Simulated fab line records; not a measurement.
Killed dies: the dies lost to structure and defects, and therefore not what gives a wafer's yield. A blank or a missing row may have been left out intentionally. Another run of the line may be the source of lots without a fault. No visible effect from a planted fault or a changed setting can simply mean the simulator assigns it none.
fab line records	flow sky130
record: lots: 7	wafers: 21	lastDay: 49
route steps=708 shown LOCAL_INTERCONNECT@403 CONTACT@406
lots that met no fault: from a run of the same line without faults
startH: hours from the record's first day to the start of the lot's first wafer shown	waitH: how many hours have passed since the lot's step before this one	" same as the row above	L1.1+2: a single row standing in for several wafers	- no value present, or no start provided	* or withheld: withheld	< > ~ a bound
route shown NAME@n: NAME is a module with steps in the file, n the number in the route of the first one	usual: average and standard deviation across the fault-free wafers	same: alike in all rows	chamber/n: place in a boat	sites: the reading at each site	_std_site: standard deviation across them	_edge_site: inner sites' mean taken away from outer sites' mean	radiusMm: for every site, how far away it sits from the centre of the wafer	mask NAME#n: copy n	behind: tool/chamber where the wafer was last shaped	hold: what put the lot on hold/how long, in hours/how the hold closed	device: transistor that didn't switch, given as n, p or np	end of line: tests of these same wafers at the route's end	a step given without rows: its recipe and nothing more	killed: dies lost to structure and defects at the first sort, not the wafer's yield	map: shows each die of a wafer: x if killed, . if not, _ if none is there
set.NAME: the run value of the setting; set.NAME@STEP: its run value at that earlier step	model.NAME: the simulator's own value behind a step, which no gauge read
certain route steps with their lots: each step a table, each wafer a row
services: from which hour (startH, from the record's first day; less than 0 if before it) a tool's chamber was out of use, for how many hours, and why
== steps ==
step: SKY_LOCAL_INTERCONNECT_STRIP_16
recipe: chemistry: postEtchResidueRemover	timeS: 1200	tempC: 72.5
step: SKY_LOCAL_INTERCONNECT_CLEAN_17
recipe: chemistry: IPA	timeS: 180	tempC: 25
step: SKY_LOCAL_INTERCONNECT_CLEAN_18
recipe: chemistry: O3/DIW	dry: n2Spin
step: SKY_CONTACT_CVD_00
recipe: material: Si3N4	targetThkNm: 75	tempC: 400	timeS: withheld	rfW: 450
usual: heaterPowerW: 738/100
lot.wafer	tool	chamber	startH	waitH	heaterPowerW
L986.2	pecvd-04	2	700.24	0.0	859
L986.3	"	0	"	"	765
L986.4	"	2	"	"	859
L992.1	pecvd-01	0	760.79	0.0	768
L992.4	"	0	"	"	767
L992.5	"	1	"	"	780
L994.1	pecvd-01	1	770.53	0.0	801
L994.2	"	2	"	"	540
L994.6	"	2	"	"	531
L993.1	pecvd-04	1	771.45	0.0	709
L993.2	"	0	"	"	776
L993.3	"	2	"	"	873
L998.1	pecvd-04	0	798.21	0.0	920
L998.4	"	2	"	"	870
L998.5	"	1	"	"	596
L103.3	pecvd-01	0	839.93	0.0	682
L103.4	"	2	"	"	603
L103.5	"	1	"	"	732
L107.1	pecvd-01	2	864.94	0.0	573
L107.3	"	0	"	"	727
L107.5	"	2	"	"	589
step: SKY_CONTACT_THK_MEAS_01
recipe: reads: Si3N4_of_CONTACT_CVD_00
usual: CONTACT_CVD_00_THK: 75.1/0.97
lot.wafer	tool	chamber	startH	waitH	CONTACT_CVD_00_THK[nm]
L986.2	filmMetro-04	-	700.28	-	75.0
L986.3	"	-	"	"	75.1
L986.4	"	-	"	"	76.3
L992.1	filmMetro-03	-	760.82	-	75.1
L992.4	"	-	"	"	75.5
L992.5	"	-	"	"	76.2
L994.1	filmMetro-04	-	770.56	-	75.0
L994.2	"	-	"	"	75.3
L994.6	"	-	"	"	75.8
L993.1	filmMetro-03	-	771.48	-	75.2
L993.2	"	-	"	"	74.0
L993.3	"	-	"	"	74.4
L998.1	filmMetro-02	-	798.24	-	74.2
L998.4	"	-	"	"	74.8
L998.5	"	-	"	"	75.3
L103.3	filmMetro-03	-	839.99	-	75.0
L103.4	"	-	"	"	76.8
L103.5	"	-	"	"	75.4
L107.1	filmMetro-04	-	864.97	-	76.1
L107.3	"	-	"	"	75.4
L107.5	"	-	"	"	76.8
step: SKY_CONTACT_HDPCVD_02
recipe: material: SiO2	targetThkNm: 565	sigmaOpenFrac: 0.3	timeS: 94.2	tempC: 600	sih4FlowSccm: 60	pressureMtorr: 6
step: SKY_CONTACT_THK_MEAS_03
recipe: reads: SiO2_of_CONTACT_HDPCVD_02
usual: CONTACT_HDPCVD_THK: 566/6.5
lot.wafer	tool	chamber	startH	waitH	CONTACT_HDPCVD_THK[nm]
L986.2	filmMetro-03	-	700.41	0.0	559
L986.3	"	-	"	"	560
L986.4	"	-	"	"	559
L992.1	filmMetro-04	-	760.95	0.0	555
L992.4	"	-	"	"	559
L992.5	"	-	"	"	559
L994.1	filmMetro-03	-	770.72	0.1	560
L994.2	"	-	"	"	563
L994.6	"	-	"	"	560
L993.1	filmMetro-04	-	771.61	0.0	570
L993.2	"	-	"	"	561
L993.3	"	-	"	"	566
L998.1	filmMetro-03	-	798.37	0.0	565
L998.4	"	-	"	"	562
L998.5	"	-	"	"	568
L103.3	filmMetro-04	-	840.12	0.1	557
L103.4	"	-	"	"	559
L103.5	"	-	"	"	562
L107.1	filmMetro-02	-	865.10	0.0	573
L107.3	"	-	"	"	570
L107.5	"	-	"	"	574
step: SKY_CONTACT_CMP_04
recipe: material: SiO2	downForcePsi: 4	platenRpm: 60	padVelocityMS: 0.94248
usual: motorCurrentA: 12.5/1.4	timeToEndpointS: 85/4.3
lot.wafer	tool	chamber	startH	waitH	motorCurrentA	timeToEndpointS
L986.2	cmp-01	3	700.46	0.0	14.0	79
L986.4	"	0	"	"	11.2	85
L986.3	"	1	"	"	10.7	86
L992.1	cmp-02	0	761.01	0.1	13.8	83
L992.4	"	3	"	"	10.7	88
L992.5	"	0	"	"	13.9	84
L994.2	cmp-02	0	770.88	0.1	14.7	80
L994.1	"	1	"	"	12.0	77
L994.6	"	3	"	"	11.3	80
L993.3	cmp-02	3	771.67	0.0	10.9	86
L993.1	"	1	"	"	11.9	82
L993.2	"	2	"	"	11.4	83
L998.1	cmp-01	0	798.53	0.1	12.4	87
L998.4	"	1	"	"	10.5	88
L998.5	"	2	"	"	12.9	87
L103.4	cmp-02	1	840.21	0.1	11.8	78
L103.3	"	2	"	"	12.0	80
L103.5	"	0	"	"	14.6	82
L107.1	cmp-01	2	865.21	0.1	12.8	90
L107.3	"	0	"	"	11.9	90
L107.5	"	2	"	"	12.5	91
step: SKY_CONTACT_BOW_MEAS_05
recipe: mode: bow
usual: CONTACT_BOW: 83/7.1
lot.wafer	tool	chamber	startH	waitH	CONTACT_BOW[um]
L986.2	filmMetro-04	-	700.78	0.3	83
L986.3	"	-	"	"	94
L986.4	"	-	"	"	93
L992.1	filmMetro-04	-	761.31	0.2	71
L992.4	"	-	"	"	89
L992.5	"	-	"	"	81
L994.1	filmMetro-03	-	771.08	0.1	78
L994.2	"	-	"	"	79
L994.6	"	-	"	"	92
L993.1	filmMetro-02	-	771.97	0.1	76
L993.2	"	-	"	"	73
L993.3	"	-	"	"	68
L998.1	filmMetro-04	-	798.73	0.1	78
L998.4	"	-	"	"	84
L998.5	"	-	"	"	87
L103.3	filmMetro-02	-	840.50	0.2	79
L103.4	"	-	"	"	91
L103.5	"	-	"	"	76
L107.1	filmMetro-04	-	865.46	0.2	79
L107.3	"	-	"	"	77
L107.5	"	-	"	"	87
step: SKY_CONTACT_DEHYDRATE_06
recipe: tempC: 200	timeS: 60
step: SKY_CONTACT_HMDS_07
recipe: primeTimeS: 60	primeTempC: 120
step: SKY_CONTACT_COAT_08
recipe: resist: BARC	tempC: withheld	timeS: withheld	spinRpm: 3000	resistThkNm: 60
step: SKY_CONTACT_COAT_09
recipe: resist: KrF-thick	spinRpm: 3000	resistThkNm: 450
usual: resistLineTempC: 23.02/0.1
lot.wafer	tool	chamber	startH	waitH	resistLineTempC	model.KrF-thick_of_CONTACT_COAT_09.thkNm
L986.2	lithoTrack-04	0	713	-	23.08	451.3
L986.3	"	0	"	"	23.08	450.4
L986.4	"	0	"	"	22.91	450.1
L992.1	lithoTrack-04	0	773	-	23.04	470.5
L992.4	"	0	"	"	22.87	449.9
L992.5	"	0	774	-	23.00	451.2
L994.1	lithoTrack-04	0	784	-	22.77	469.2
L994.2	"	0	"	"	22.95	450.1
L994.6	"	0	"	"	22.75	468.8
L993.1	lithoTrack-01	0	785	-	22.98	450.9
L993.2	"	0	"	"	23.05	450.5
L993.3	"	0	"	"	23.05	451.6
L998.1	lithoTrack-04	0	812	-	22.97	468.2
L998.4	"	0	"	"	22.83	450.8
L998.5	"	0	"	"	23.08	449.7
L103.3	lithoTrack-03	0	853	-	23.05	452.1
L103.4	"	0	"	"	23.04	451.5
L103.5	"	0	"	"	23.20	450.8
L107.1	lithoTrack-04	0	878	-	22.96	450.2
L107.3	"	0	"	"	22.93	448.3
L107.5	"	0	"	"	23.01	450.4
step: SKY_CONTACT_SOFTBAKE_10
recipe: tempC: 100	timeS: 90	resist: KrF-thick
step: SKY_CONTACT_EXPOSE_11
recipe: maskId: CTM1	na: 0.8	sourceShape: annular	sigmaInner: 0.55	sigmaOuter: 0.85	targetCdNm: 170	doseMj: 38
step: SKY_CONTACT_PEB_12
recipe: pebTempC: withheld	pebTimeS: withheld	resist: KrF-thick
step: SKY_CONTACT_DEVELOP_13
recipe: developTimeS: 60	resist: KrF-thick	devTempC: 21
step: SKY_CONTACT_CD_MEAS_14
recipe: targetCdNm: 170
usual: cdNm: 170.0/1.5
lot.wafer	tool	chamber	startH	waitH	cdNm
L986.2	cdSem-01	-	728.18	-	168.9
L986.3	"	-	"	"	169.5
L986.4	"	-	"	"	169.4
L992.1	cdSem-01	-	787.51	-	168.7
L992.4	"	-	"	"	169.5
L992.5	"	-	"	"	169.7
L994.1	cdSem-02	-	797.66	-	170.5
L994.2	"	-	"	"	171.8
L994.6	"	-	"	"	171.3
L993.1	cdSem-01	-	798.61	-	167.3
L993.2	"	-	"	"	167.1
L993.3	"	-	"	"	167.5
L998.1	cdSem-01	-	825.42	-	168.9
L998.4	"	-	"	"	168.6
L998.5	"	-	"	"	168.6
L103.3	cdSem-02	-	866.15	-	170.9
L103.4	"	-	"	"	171.1
L103.5	"	-	"	"	170.0
L107.1	cdSem-01	-	891.26	-	169.0
L107.3	"	-	"	"	169.2
L107.5	"	-	"	"	169.7
step: SKY_CONTACT_OVL_MEAS_15
usual: CONTACT_OVL: -2/5.9
lot.wafer	tool	chamber	startH	waitH	CONTACT_OVL[nm]
L986.2	overlay-01	-	728.28	0.1	-8
L986.3	"	-	"	"	-6
L986.4	"	-	"	"	3
L992.1	overlay-02	-	787.63	0.1	-2
L992.4	"	-	"	"	0
L992.5	"	-	"	"	0
L994.1	overlay-01	-	797.78	0.1	3
L994.2	"	-	"	"	8
L994.6	"	-	"	"	6
L993.1	overlay-02	-	798.73	0.1	4
L993.2	"	-	"	"	3
L993.3	"	-	"	"	4
L998.1	overlay-02	-	825.54	0.1	-7
L998.4	"	-	"	"	-4
L998.5	"	-	"	"	-5
L103.3	overlay-02	-	866.24	0.1	-6
L103.4	"	-	"	"	6
L103.5	"	-	"	"	-5
L107.1	overlay-02	-	891.38	0.1	-5
L107.3	"	-	"	"	0
L107.5	"	-	"	"	-3
step: SKY_CONTACT_ETCH_16
recipe: chemistry: N2/H2	target: BARC	ionEnergyEv: 200	sourceW: 500	biasW: 100	pressureMtorr: 30	n2FlowSccm: 100	h2FlowSccm: 200	stopOn: SiO2	timeS: 45.9	targetDepthA: 600
usual: drypumpMotorCurrentA: 5.9/0.44	n2FlowSccm: 100.0/0.3	oesProductAu: 0.855/0.0045	throttleValvePct: 13.224/0.0097
lot.wafer	tool	chamber	startH	waitH	drypumpMotorCurrentA	n2FlowSccm	oesProductAu	rfHoursCounterH	throttleValvePct
L986.2	rieDiel-04	1	728.31	0.0	5.6	100.2	0.851	1	13.221
L986.3	"	0	"	"	5.7	100.1	0.847	11	13.229
L986.4	"	2	"	"	6.7	100.1	0.857	36	13.241
L992.1	rieDiel-03	3	787.66	0.0	6.1	100.2	0.854	9	13.215
L992.4	"	0	"	"	5.3	100.0	0.853	15	13.224
L992.5	"	1	"	"	6.0	100.2	0.850	-	13.239
L994.1	rieDiel-02	0	797.82	0.0	6.0	99.6	0.847	3	13.229
L994.2	"	1	"	"	5.2	100.1	0.843	6	13.209
L994.6	"	2	"	"	6.5	100.1	0.853	-	13.228
L993.1	rieDiel-03	3	798.77	0.0	6.1	100.3	0.858	10	13.222
L993.2	"	1	"	"	6.0	99.8	0.859	8	13.242
L993.3	"	2	"	"	5.9	99.7	0.854	26	13.230
L998.1	rieDiel-03	1	825.57	0.0	6.0	100.1	0.850	9	13.224
L998.4	"	3	"	"	6.1	99.9	0.848	11	13.213
L998.5	"	2	"	"	5.9	100.0	0.861	-	13.203
L103.3	rieDiel-03	0	866.26	0.0	5.3	100.3	0.856	18	13.220
L103.4	"	3	"	"	6.1	100.1	0.849	-	13.213
L103.5	"	1	"	"	6.0	100.7	0.852	-	13.225
L107.1	rieDiel-03	3	891.42	0.0	6.1	99.9	0.860	13	13.241
L107.3	"	1	"	"	6.0	100.0	0.856	12	13.228
L107.5	"	0	"	"	5.3	100.2	0.853	-	13.223
step: SKY_CONTACT_ETCH_17
recipe: target: SiO2	chemistry: C4F8/O2/Ar	stopOn: Si3N4	maskMaterial: KrF-thick	sourceW: 1500	biasW: 1200	pressureMtorr: 40	c4f8FlowSccm: withheld	O2_flow_sccm: 6	Ar_flow_sccm: 300	timeS: withheld	targetDepthA: 3400
usual: oesProductAu: 0.892/0.0046
lot.wafer	tool	chamber	startH	waitH	oesProductAu
L986.2	rieDiel-04	1	728.35	0.0	0.893
L986.3	"	0	"	"	0.888
L986.4	"	2	"	"	0.895
L992.1	rieDiel-03	3	787.70	0.0	0.897
L992.4	"	0	"	"	0.898
L992.5	"	1	"	"	0.892
L994.1	rieDiel-02	0	797.86	0.0	0.889
L994.2	"	1	"	"	0.892
L994.6	"	2	"	"	0.894
L993.1	rieDiel-03	3	798.81	0.0	0.895
L993.2	"	1	"	"	0.895
L993.3	"	2	"	"	0.897
L998.1	rieDiel-03	1	825.61	0.0	0.885
L998.4	"	3	"	"	0.904
L998.5	"	2	"	"	0.889
L103.3	rieDiel-03	0	866.30	0.0	0.889
L103.4	"	3	"	"	0.883
L103.5	"	1	"	"	0.887
L107.1	rieDiel-03	3	891.46	0.0	0.887
L107.3	"	1	"	"	0.887
L107.5	"	0	"	"	0.901
step: SKY_CONTACT_ETCH_18
recipe: target: Si3N4	chemistry: CHF3/O2	stopOn: TiN	sourceW: 600	biasW: 200	pressureMtorr: 40	chf3FlowSccm: 50	O2_flow_sccm: 5	timeS: 39	targetDepthA: 750
usual: drypumpMotorCurrentA: 5.9/0.43	oesProductAu: 0.854/0.0076	throttleValvePct: 8.793/0.009
lot.wafer	tool	chamber	startH	waitH	drypumpMotorCurrentA	oesProductAu	rfHoursCounterH	throttleValvePct	model.KrF-thick_of_CONTACT_COAT_09.thkNm
L986.2	rieDiel-04	1	-	-	5.6	0.850	1	8.794	245.1
L986.3	"	0	"	"	5.7	0.852	11	8.801	243.3
L986.4	"	2	"	"	6.7	0.860	36	8.781	243.5
L992.1	rieDiel-03	3	-	-	6.1	0.847	9	8.804	265.3
L992.4	"	0	"	"	5.3	0.851	15	8.793	241.3
L992.5	"	1	"	"	6.0	0.867	-	8.788	244.7
L994.1	rieDiel-02	0	-	-	6.0	0.855	3	8.793	263.4
L994.2	"	1	"	"	5.2	0.858	6	8.789	245.2
L994.6	"	2	"	"	6.5	0.853	-	8.790	259.5
L993.1	rieDiel-03	3	-	-	6.1	0.853	10	8.797	246.9
L993.2	"	1	"	"	6.0	0.846	8	8.778	244.6
L993.3	"	2	"	"	5.8	0.856	26	8.801	248.9
L998.1	rieDiel-03	1	-	-	6.0	0.857	9	8.804	260.9
L998.4	"	3	"	"	6.1	0.846	11	8.785	246.3
L998.5	"	2	"	"	5.9	0.866	-	8.787	247.7
L103.3	rieDiel-03	0	-	-	5.3	0.845	18	8.802	240.4
L103.4	"	3	"	"	6.1	0.861	-	8.796	244.2
L103.5	"	1	"	"	6.0	0.858	-	8.797	241.4
L107.1	rieDiel-03	3	-	-	6.1	0.857	14	8.778	244.5
L107.3	"	1	"	"	6.0	0.853	12	8.795	240
L107.5	"	0	"	"	5.3	0.865	-	8.793	242.3
step: SKY_CONTACT_STRIP_19
recipe: chemistry: O2/N2	powerW: 1400	pressureMtorr: 1500	platenTempC: withheld	o2FlowSccm: 3000	n2FlowSccm: 300	overashFraction: 0.5
usual: drypumpMotorCurrentA: 5.8/0.69	n2FlowSccm: 300.0/0.96	oesProductAu: 0.382/0.005	stripTimeToEndpointS: 3.630/0.028
lot.wafer	tool	chamber	startH	waitH	drypumpMotorCurrentA	n2FlowSccm	oesProductAu	rfHoursCounterH	stripTimeToEndpointS
L986.2	plasmaAsher-01	0	728.44	-	4.7	299.5	0.386	59	3.647
L986.3	"	0	"	"	4.7	301.2	0.384	-	3.627
L986.4	"	1	"	"	6.3	300.6	0.379	-	3.625
L992.1	plasmaAsher-01	0	787.79	-	4.7	300.7	0.389	65	3.851
L992.4	"	1	"	"	6.3	299.9	0.378	-	3.608
L992.5	"	1	"	"	6.3	299.5	0.391	-	3.639
L994.1	plasmaAsher-02	1	797.95	-	5.6	299.3	0.388	36	3.861
L994.2	"	0	"	"	5.7	299.1	0.388	36	3.638
L994.6	"	1	"	"	5.7	299.1	0.385	-	3.776
L993.1	plasmaAsher-01	0	798.90	-	4.7	299.7	0.384	66	3.651
L993.2	"	1	"	"	6.3	301.9	0.376	66	3.640
L993.3	"	0	"	"	4.7	300.2	0.389	-	3.691
L998.1	plasmaAsher-04	1	825.70	-	6.7	299.7	0.395	101	3.806
L998.4	"	1	"	"	6.7	301.1	0.385	-	3.656
L998.5	"	0	"	"	6.6	300.0	0.382	-	3.651
L103.3	plasmaAsher-01	1	866.43	-	6.3	299.6	0.382	-	3.606
L103.4	"	0	"	"	4.7	299.6	0.375	-	3.627
L103.5	"	1	"	"	6.3	299.4	0.382	-	3.611
L107.1	plasmaAsher-04	0	891.55	-	6.6	301.1	0.384	107	3.645
L107.3	"	0	"	"	6.5	301.2	0.381	-	3.585
L107.5	"	0	"	"	6.6	301.0	0.390	-	3.616
step: SKY_CONTACT_STRIP_20
recipe: chemistry: postEtchResidueRemover	timeS: 1200	tempC: 72.5
== services ==
tool	chamber	startH	hours	kind
cmp-01	-	679.46	0.3	repair
cmp-01	-	681.07	4.7	repair
rieDiel-04	3	683.48	9.3	repair
plasmaAsher-01	-	688.86	1.1	repair
pecvd-04	-	715.56	14.6	pm
cmp-01	-	739.81	4.4	repair
cmp-01	-	744.21	5.0	pm
rieDiel-02	0	747.24	5.0	repair
cmp-01	-	749.21	4.0	pm
pecvd-01	-	752.05	0.7	repair
plasmaAsher-02	-	758.76	0.7	repair
cmp-01	-	759.58	3.8	repair
rieDiel-04	0	817.50	3.2	repair
cmp-01	-	823.34	2.7	repair
pecvd-04	2	829.03	4.1	repair
pecvd-04	-	829.52	6.0	pm
cmp-01	-	836.44	1.8	repair
cmp-01	-	836.74	0.4	repair
rieDiel-03	2	845.24	3.2	repair
rieDiel-04	-	846.25	0.6	repair
cmp-02	-	856.57	5.7	pm
rieDiel-03	2	860.87	-	clean
pecvd-04	-	864.44	7.0	repair
rieDiel-04	-	879.15	1.1	repair
== key ==
firstSign: step: SKY_CONTACT_STRIP_19	reading: stripTimeToEndpointS	direction: up	sigmas: 7	usual: *	struck: *
effect none on later readings
modelEffect: step: SKY_CONTACT_COAT_09	value: KrF-thick_of_CONTACT_COAT_09.thkNm	without: 449.9	struck: 469.2
modelEffect: step: SKY_CONTACT_ETCH_18	value: KrF-thick_of_CONTACT_COAT_09.thkNm	without: 242.9	struck: 262.3
metAt SKY_CONTACT_COAT_09
struckWafers L992.1,L994.1,L994.6,L998.1
testerLeftOut L992,L994,L998
onsetBetween 713 773
fault: kind: processParameterDrift	tool: lithoTrack-04	chamber: -	onsetH: 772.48	steps: SKY_CONTACT_COAT_09	channel: resistThkNm	offset: 19.336	shape: step	endH: 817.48	scope: struckWafersOnly	actsIn: theseRecipesOnly	stated: 450
testerLeftOut: of these lots the tester's yield and bins aren't shown, on N5 and GAA mostly nor the transistor test; their killed dies are dies lost to structure and defects alone, not to doping, threshold or leakage, so they don't give the yield
